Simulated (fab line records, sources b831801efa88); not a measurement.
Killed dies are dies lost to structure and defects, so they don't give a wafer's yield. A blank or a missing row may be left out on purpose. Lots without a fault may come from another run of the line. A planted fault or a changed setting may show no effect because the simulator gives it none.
Chamber matching | flow gf180mcu | GF_V4_ETCH_16 on rie_diel-04: 4 sister chambers
The step etches BARC in N2/H2. 24 wafers are shown with their chamber, then 12 later ones without.

WAFERS WITH THEIR CHAMBER
wafer  | chamber | drypump_motor_current_A (A) | h2_flow_sccm (sccm) | throttle_valve_pct (%)
L074.1 | 3       | 5.6                         | 200.1               | 13.208
L074.2 | 0       | 4.8                         | 201.7               | 13.219
L074.5 | 2       | 6.0                         | 199.7               | 13.227
L075.1 | 0       | 4.8                         | 199.1               | 13.230
L075.4 | 2       | 6.0                         | 199.9               | 13.208
L075.6 | 0       | 4.8                         | 199.5               | 13.229
L078.2 | 3       | 5.6                         | 200.2               | 13.219
L078.3 | 2       | 5.9                         | 200.3               | 13.231
L078.6 | 0       | 4.8                         | 200.5               | 13.226
L079.2 | 2       | 5.9                         | 200.7               | 13.227
L079.4 | 1       | 6.5                         | 199.5               | 13.221
L079.6 | 3       | 5.6                         | 199.8               | 13.227
L081.1 | 0       | 4.8                         | 200.3               | 13.209
L081.2 | 3       | 5.6                         | 199.7               | 13.230
L081.5 | 2       | 5.9                         | 199.7               | 13.225
L083.2 | 2       | 5.9                         | 200.7               | 13.227
L083.3 | 3       | 5.6                         | 198.9               | 13.217
L083.6 | 3       | 5.6                         | 198.5               | 13.227
L084.2 | 3       | 5.6                         | 199.4               | 13.224
L084.4 | 2       | 6.0                         | 200.1               | 13.218
L084.6 | 3       | 5.6                         | 199.1               | 13.226
L091.1 | 0       | 4.8                         | 199.4               | 13.222
L091.2 | 2       | 6.0                         | 199.7               | 13.229
L091.3 | 1       | 6.5                         | 200.8               | 13.235

SIGNATURES (means of the wafers above)
reading                 | chamber 0 | chamber 1 | chamber 2 | chamber 3 | scatter within a chamber
drypump_motor_current_A | 4.800     | 6.500     | 5.950     | 5.600     | 0.0316
h2_flow_sccm            | 200.083   | 200.150   | 200.100   | 199.463   | 0.679
throttle_valve_pct      | 13.22250  | 13.22800  | 13.22400  | 13.22225  | 0.00762
Rule: a wafer's distance from a chamber is the root of the sum, over the readings, of the square of ((its reading less the chamber's mean) divided by the reading's scatter). The wafer belongs to the nearest chamber; if the next one is less than 2 further off, it can't be placed. The scatter: the root of (the sum of the squares of (reading less its chamber's mean) over the shown wafers, divided by (wafers less chambers)).

WAFERS WITHOUT THEIR CHAMBER
wafer  | drypump_motor_current_A (A) | h2_flow_sccm (sccm) | throttle_valve_pct (%)
L092.2 | 4.8                         | 200.8               | 13.221
L092.3 | 6.4                         | 199.9               | 13.224
L092.6 | 5.9                         | 199.4               | 13.219
L094.4 | 5.6                         | 200.8               | 13.221
L094.5 | 5.9                         | 200.1               | 13.232
L094.6 | 6.5                         | 199.6               | 13.235
L095.1 | 4.8                         | 201.1               | 13.213
L095.3 | 5.6                         | 199.2               | 13.221
L095.4 | 6.5                         | 199.0               | 13.230
L096.1 | 5.6                         | 199.9               | 13.224
L096.3 | 6.5                         | 200.1               | 13.230
L096.6 | 4.8                         | 199.5               | 13.237

WHICH CHAMBER EACH WENT THROUGH
wafer  | from the rows above | in truth
L092.2 | 0                   | 0
L092.3 | 1                   | 1
L092.6 | 2                   | 2
L094.4 | 3                   | 3
L094.5 | 2                   | 2
L094.6 | 1                   | 1
L095.1 | 0                   | 0
L095.3 | 3                   | 3
L095.4 | 1                   | 1
L096.1 | 3                   | 3
L096.3 | 1                   | 1
L096.6 | 0                   | 0
Placed correctly: 12 of 12. Can't be placed from these rows: 0. Placed wrongly: 0.
